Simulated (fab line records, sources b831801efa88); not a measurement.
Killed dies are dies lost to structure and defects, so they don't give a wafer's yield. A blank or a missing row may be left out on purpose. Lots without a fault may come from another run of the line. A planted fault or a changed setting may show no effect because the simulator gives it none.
Chamber matching | flow sky130 | SKY_VIA1_CMP_24 on cmp-01: 4 sister chambers
The step polishes, stops on SiO2, t overpolish 15 s, target thk 0 nm. 16 wafers are shown with their chamber, then 8 later ones without.

WAFERS WITH THEIR CHAMBER
wafer  | chamber | motor_current_A (A) | time_to_endpoint_s (s) | slurry_filter_dp_kPa (kPa)
L076.4 | 0       | 12.1                | 59                     | 13.44
L076.5 | 1       | 10.8                | 65                     | 13.57
L076.6 | 0       | 11.2                | 57                     | 13.59
L078.2 | 3       | 11.4                | 61                     | 13.35
L078.5 | 3       | 11.4                | 62                     | 13.77
L078.6 | 0       | 11.8                | 64                     | 13.56
L082.1 | 2       | 13.0                | 61                     | 13.56
L082.5 | 0       | 11.6                | 64                     | 13.47
L082.6 | 1       | 10.6                | 67                     | 13.53
L085.1 | 3       | 11.3                | 66                     | 13.60
L085.4 | 1       | 10.7                | 68                     | 13.43
L085.6 | 2       | 13.1                | 65                     | 13.60
L084.2 | 3       | 11.4                | 67                     | 13.45
L084.5 | 0       | 12.3                | 62                     | 13.69
L084.6 | 3       | 11.0                | 61                     | 13.40
L086.4 | 0       | 12.4                | 65                     | 13.69

SIGNATURES (means of the wafers above)
reading              | chamber 0 | chamber 1 | chamber 2 | chamber 3 | scatter within a chamber
motor_current_A      | 11.900    | 10.700    | 13.050    | 11.300    | 0.314
time_to_endpoint_s   | 61.83     | 66.67     | 63.00     | 63.40     | 2.84
slurry_filter_dp_kPa | 13.5733   | 13.5100   | 13.5800   | 13.5140   | 0.124
Rule: a wafer's distance from a chamber is the root of the sum, over the readings, of the square of ((its reading less the chamber's mean) divided by the reading's scatter). The wafer belongs to the nearest chamber; if the next one is less than 2 further off, it can't be placed. The scatter: the root of (the sum of the squares of (reading less its chamber's mean) over the shown wafers, divided by (wafers less chambers)).

WAFERS WITHOUT THEIR CHAMBER
wafer  | motor_current_A (A) | time_to_endpoint_s (s) | slurry_filter_dp_kPa (kPa)
L086.5 | 10.9                | 64                     | 13.63
L086.6 | 12.5                | 61                     | 13.54
L091.4 | 12.6                | 68                     | 13.29
L091.5 | 10.4                | 71                     | 13.39
L091.6 | 12.6                | 69                     | 13.65
L092.2 | 11.2                | 68                     | 13.43
L092.5 | 11.8                | 64                     | 13.43
L092.6 | 10.6                | 70                     | 13.35

WHICH CHAMBER EACH WENT THROUGH
wafer  | from the rows above          | in truth
L086.5 | can't be placed: 1 or 3 or 0 | 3
L086.6 | can't be placed: 2 or 0      | 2
L091.4 | can't be placed: 2 or 0 or 3 | 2
L091.5 | 1                            | 1
L091.6 | can't be placed: 2 or 0      | 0
L092.2 | can't be placed: 1 or 3 or 0 | 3
L092.5 | can't be placed: 0 or 3      | 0
L092.6 | can't be placed: 1 or 3      | 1
Placed correctly: 1 of 8. Can't be placed from these rows: 7 (the true chamber is among the candidates in 7). Placed wrongly: 0.
